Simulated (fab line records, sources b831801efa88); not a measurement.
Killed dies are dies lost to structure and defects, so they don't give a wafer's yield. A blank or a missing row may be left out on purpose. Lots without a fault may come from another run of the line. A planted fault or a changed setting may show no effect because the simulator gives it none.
Which tool did it? | flow gf180mcu | 14 lots, 42 wafers sampled, at 1 step of a route of 602

WHAT THE GAUGES READ, wafer by wafer
GF_STI_THK_MEAS_24. Usual: STI_CVD_23_THK 649 nm, standard deviation 5.4.
lot  | measured    | on            | STI_CVD_23_THK (nm) | flag
L904 | day 2 03:25 | film_metro-02 | 653 662 654         |
L905 | day 2 08:10 | film_metro-03 | 655 654 653         |
L907 | day 2 19:25 | film_metro-02 | 637 649 637         |
L908 | day 3 00:01 | film_metro-01 | 638 643 644         |
L913 | day 4 01:36 | film_metro-01 | 648 654 656         |
L914 | day 4 07:26 | film_metro-03 | 646 644 645         |
L915 | day 4 12:14 | film_metro-03 | 647 652 647         |
L917 | day 4 23:09 | film_metro-01 | 651 643 656         |
L918 | day 5 11:47 | film_metro-03 | 645 651 644         |
L919 | day 5 14:13 | film_metro-02 | 654 646 651         |
L920 | day 5 16:50 | film_metro-02 | 652 648 652         |
L921 | day 5 16:51 | film_metro-01 | 654 645 640         |
L924 | day 6 12:47 | film_metro-02 | 645 645 646         |
L925 | day 6 16:45 | film_metro-02 | 651 661 657         |

WHICH TOOL RAN EACH LOT (tool, then ch and the chambers of the sampled wafers, then the start)
The record holds no process step before these readings.

WHAT THE TOOLS THEMSELVES READ (means of the sampled wafers that have a number; where no wafer has one, the mark that the record gives instead)
The record holds no such reading with a usual standard deviation.

THE ANSWER, worked out from the rows above alone
Rule: a lot is off if the mean of its wafers that have a number lies more than 3 standard deviations from the usual mean. A lot without any number at a reading at which 4 lots or more have one is off too. The other lots that the step has rows for count as sound. The gauges are gone through in route order, then the tools' own readings, and for those a lot's mean is taken as printed above. The first step at which some lot is off is used, and at that step the reading that is off furthest; a lot without a number counts as furthest.
No lot is off at any reading shown: from this, nothing can be told.

WHAT THE SIMULATOR HAD PUT IN
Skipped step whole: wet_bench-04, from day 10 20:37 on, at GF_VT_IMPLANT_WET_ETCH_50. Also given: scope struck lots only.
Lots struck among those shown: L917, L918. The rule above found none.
